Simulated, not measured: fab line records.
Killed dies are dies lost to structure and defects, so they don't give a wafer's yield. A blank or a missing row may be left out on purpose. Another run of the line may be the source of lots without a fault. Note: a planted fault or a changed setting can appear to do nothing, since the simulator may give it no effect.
Chamber matching    flow gf180mcu    GF_V3_CMP_04 on cmp-02: 4 sister chambers
The step polishes SiO2. 14 wafers are shown with their chamber, then 7 later ones without.

WAFERS WITH THEIR CHAMBER
wafer   chamber  time_to_endpoint_s (s)  motor_current_A (A)
L578.4  0        81                      12.1
L578.5  3        79                      11.8
L578.6  2        89                      11.9
L580.1  3        73                      11.9
L580.4  1        85                      13.0
L580.6  1        82                      12.4
L583.1  2        78                      11.7
L583.4  1        85                      12.1
L583.5  0        78                      12.0
L585.2  3        72                      12.7
L585.4  1        84                      12.4
L585.6  0        81                      11.3
L596.3  0        80                      11.7
L596.4  3        75                      12.6

SIGNATURES (means of the wafers above)
reading             chamber 0  chamber 1  chamber 2  chamber 3  scatter within a chamber
time_to_endpoint_s  80.00      84.00      83.50      74.75      3.18
motor_current_A     11.775     12.475     11.800     12.250     0.385
Rule: a wafer lies at a distance from a chamber equal to the root of the sum of squares, over the readings, of (its reading less the chamber's mean, divided by the reading's scatter). The wafer belongs to the nearest chamber; if the next one is less than 2 further off, it can't be placed. The scatter: the root of (the sum of the squares of (reading less its chamber's mean) over the shown wafers, divided by (wafers less chambers)).

WAFERS WHOSE CHAMBER IS MISSING
wafer   time_to_endpoint_s (s)  motor_current_A (A)
L596.6  81                      12.1
L599.2  71                      11.4
L599.3  79                      12.0
L599.6  84                      12.8
L600.4  87                      11.2
L600.5  81                      12.0
L600.6  90                      12.2

WHICH CHAMBER EACH WENT THROUGH
wafer   from the rows above                in truth
L596.6  can't be placed: 0 or 2 or 1 or 3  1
L599.2  can't be placed: 3 or 0 or 2       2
L599.3  can't be placed: 0 or 3 or 2 or 1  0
L599.6  can't be placed: 1 or 2            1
L600.4  can't be placed: 2 or 0 or 1       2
L600.5  can't be placed: 0 or 2 or 1 or 3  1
L600.6  can't be placed: 1 or 2 or 0       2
Correct placement for 0 of the 7. Cannot be placed on the basis of these rows: 7; the candidates contain the true chamber in 7. Placed wrongly: 0.
